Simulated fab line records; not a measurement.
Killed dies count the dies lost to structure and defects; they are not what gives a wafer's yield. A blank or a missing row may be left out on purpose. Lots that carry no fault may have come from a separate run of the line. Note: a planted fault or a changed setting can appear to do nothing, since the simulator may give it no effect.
A sampling plan put to the test || flow gf180mcu || one fab line, 6 faults that these records tell of, each judged on the records of the lots that it struck; 5 more are left out, because the records don't allow judging them
What counts as the plan is the set of the line's own looks, namely the steps on the route at which a gauge or an inspection reads a wafer and does not change it. Where struck wafers have a number at a look and the file lists that look's usual mean and standard deviation on fault-free wafers, the look can be judged. Caught: the struck wafers' mean, at a look after the fault's first step, is 4 or more of those standard deviations (sigma) away from the usual mean. On the tool: the identical test, applied to the tool's own readings at the steps of the fault. A different recipe on the struck wafers counts as caught too, as does a record blank only for those wafers.

## THE FAULTS, as the simulator had put them in
1. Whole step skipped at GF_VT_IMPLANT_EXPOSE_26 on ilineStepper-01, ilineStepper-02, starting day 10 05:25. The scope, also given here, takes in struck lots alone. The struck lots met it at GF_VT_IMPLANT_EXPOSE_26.
2. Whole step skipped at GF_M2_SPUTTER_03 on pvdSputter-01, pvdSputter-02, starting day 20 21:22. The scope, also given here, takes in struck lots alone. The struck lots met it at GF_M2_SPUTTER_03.
3. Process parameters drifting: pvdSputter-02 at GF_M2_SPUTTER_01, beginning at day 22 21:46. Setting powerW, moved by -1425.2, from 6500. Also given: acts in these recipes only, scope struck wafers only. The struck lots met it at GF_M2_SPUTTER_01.
4. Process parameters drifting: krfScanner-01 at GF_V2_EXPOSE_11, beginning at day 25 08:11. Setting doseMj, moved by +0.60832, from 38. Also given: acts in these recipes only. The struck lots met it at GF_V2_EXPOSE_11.
5. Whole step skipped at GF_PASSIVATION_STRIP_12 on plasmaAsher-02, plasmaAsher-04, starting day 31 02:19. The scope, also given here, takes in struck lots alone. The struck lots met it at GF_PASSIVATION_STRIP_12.
6. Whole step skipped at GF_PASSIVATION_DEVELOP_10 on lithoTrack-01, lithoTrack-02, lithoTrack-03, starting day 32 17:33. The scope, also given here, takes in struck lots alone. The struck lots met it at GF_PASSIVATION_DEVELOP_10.

## WHAT THE PLAN SAW
{"fault": 1, "on the tool itself": "no reading that can be judged", "first look that catches it": "no look after it can be judged", "reading, sigma": "-", "median hours from its first step to that look": "-", "hours from the fault's start to the first struck lot there": "-", "judged looks passed uncaught": 0}
{"fault": 2, "on the tool itself": "the tool's record is blank for the struck wafers", "first look that catches it": "no look after it can be judged", "reading, sigma": "-", "median hours from its first step to that look": "-", "hours from the fault's start to the first struck lot there": "-", "judged looks passed uncaught": 0}
{"fault": 3, "on the tool itself": "cathodeDcPowerW -99 or beyond sigma", "first look that catches it": "no look after it can be judged", "reading, sigma": "-", "median hours from its first step to that look": "-", "hours from the fault's start to the first struck lot there": "-", "judged looks passed uncaught": 0}
{"fault": 4, "on the tool itself": "exposureDoseMJCm2 +12 sigma", "first look that catches it": "no look after it can be judged", "reading, sigma": "-", "median hours from its first step to that look": "-", "hours from the fault's start to the first struck lot there": "-", "judged looks passed uncaught": 0}
{"fault": 5, "on the tool itself": "the tool's record is blank for the struck wafers", "first look that catches it": "no look after it can be judged", "reading, sigma": "-", "median hours from its first step to that look": "-", "hours from the fault's start to the first struck lot there": "-", "judged looks passed uncaught": 0}
{"fault": 6, "on the tool itself": "the tool's record is blank for the struck wafers", "first look that catches it": "no look after it can be judged", "reading, sigma": "-", "median hours from its first step to that look": "-", "hours from the fault's start to the first struck lot there": "-", "judged looks passed uncaught": 0}
A dash: the fault isn't caught, or these records don't give the number.

Caught at a look: 0 of 6. Caught on the tool: 5 of 6. By one or the other: 5 of 6.
Faults caught by the tool alone: 2, 3, 4, 5, 6.
Caught by neither: fault 1.
